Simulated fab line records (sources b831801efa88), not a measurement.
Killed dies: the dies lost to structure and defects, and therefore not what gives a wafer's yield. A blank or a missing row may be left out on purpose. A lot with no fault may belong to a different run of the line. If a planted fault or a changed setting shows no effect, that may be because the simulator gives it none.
Which tool was responsible?    flow gf180mcu    14 lots with 42 wafers sampled at 2 steps, on a route of 602 steps

## WHAT THE GAUGES READ, wafer by wafer
GF_V4_OVL_MEAS_15.
lot   measured      on          V4_OVL (nm)
L561  day 25 16:27  overlay-02  -4 0 0
L562  day 26 01:42  overlay-02  -4 -1 -3
L563  day 26 09:13  overlay-02  -4 8 -11
L564  day 26 15:25  overlay-01  -5 1 -2
L566  day 27 08:45  overlay-02  -4 -9 -13
L568  day 28 00:13  overlay-01  -10 -7 -11
L569  day 28 05:42  overlay-01  -7 -9 -6
L570  day 28 09:56  overlay-02  -7 -9 -7
L571  day 28 22:19  overlay-02  1 0 -13
L573  day 29 10:21  overlay-02  7 6 0
L574  day 29 16:37  overlay-02  -9 -5 -4
L577  day 30 11:42  overlay-01  0 -6 -3
L578  day 30 19:52  overlay-02  -8 -5 3
L583  day 32 00:00  overlay-02  -2 0 -1

## TOOL THAT RAN EACH LOT (tool first, then ch and the chambers of the sampled wafers, then the start)
lot   GF_V4_CMP_04
L561  cmp-02 ch 0,1,2, day 24 18:08
L562  cmp-01 ch 1,2, day 25 03:58
L563  cmp-02 ch 0,1,2, day 25 10:48
L564  cmp-02 ch 0,1,2, day 25 17:38
L566  cmp-02 ch 0,2,3, day 26 10:54
L568  cmp-02 ch 1,2,3, day 27 03:25
L569  cmp-02 ch 1,2,3, day 27 09:22
L570  cmp-01 ch 0,1,3, day 27 13:14
L571  cmp-01 ch 0,2,3, day 28 01:56
L573  cmp-01 ch 1,2, day 28 14:42
L574  cmp-02 ch 0,3, day 28 21:11
L577  cmp-01 ch 0,1,2, day 29 16:21
L578  cmp-01 ch 1,2,3, day 30 00:10
L583  cmp-01 ch 0,2,3, day 31 05:37
- GF_V4_CMP_04: polishes SiO2.

## AS READ BY THE TOOLS THEMSELVES (means over the sampled wafers that have a number; for cases with no such wafer, the mark the record gives instead)
GF_V4_CMP_04.
lot   tool    motor_current_A (A)  time_to_endpoint_s (s)
L561  cmp-02  13.1                 74
L562  cmp-01  12.4                 82
L563  cmp-02  12.5                 69
L564  cmp-02  12.9                 76
L566  cmp-02  12.1                 73
L568  cmp-02  12.4                 79
L569  cmp-02  12.4                 81
L570  cmp-01  13.1                 78
L571  cmp-01  13.0                 82
L573  cmp-01  11.9                 80
L574  cmp-02  11.8                 81
L577  cmp-01  12.3                 81
L578  cmp-01  12.7                 82
L583  cmp-01  12.4                 77

## THE ANSWER, worked out from the rows above alone
Rule: the lots themselves supply what counts as usual. Put in order of their means at a reading, lots are off if they are a third of the lots or fewer, leave a main group of 4 or more, and stand apart from it by a gap of 3 or more times the standard deviation of the main group's means; of several such gaps the widest counts. Not used: any main group whose means are identical at the precision the tables above print for the reading. Also off: a lot with no number at a reading for which 4 or more lots have one. Any other lot the step has rows for is counted as sound. After the gauges, taken in route order, come the tools' own readings; for these a lot's mean is taken, as printed above. At the first step where some lot is off, the reading lying furthest off is the one used; lots without a number count as furthest.
No lot is off on any of the readings shown, so nothing can be concluded from this.

## WHAT THE SIMULATOR HAD PUT IN
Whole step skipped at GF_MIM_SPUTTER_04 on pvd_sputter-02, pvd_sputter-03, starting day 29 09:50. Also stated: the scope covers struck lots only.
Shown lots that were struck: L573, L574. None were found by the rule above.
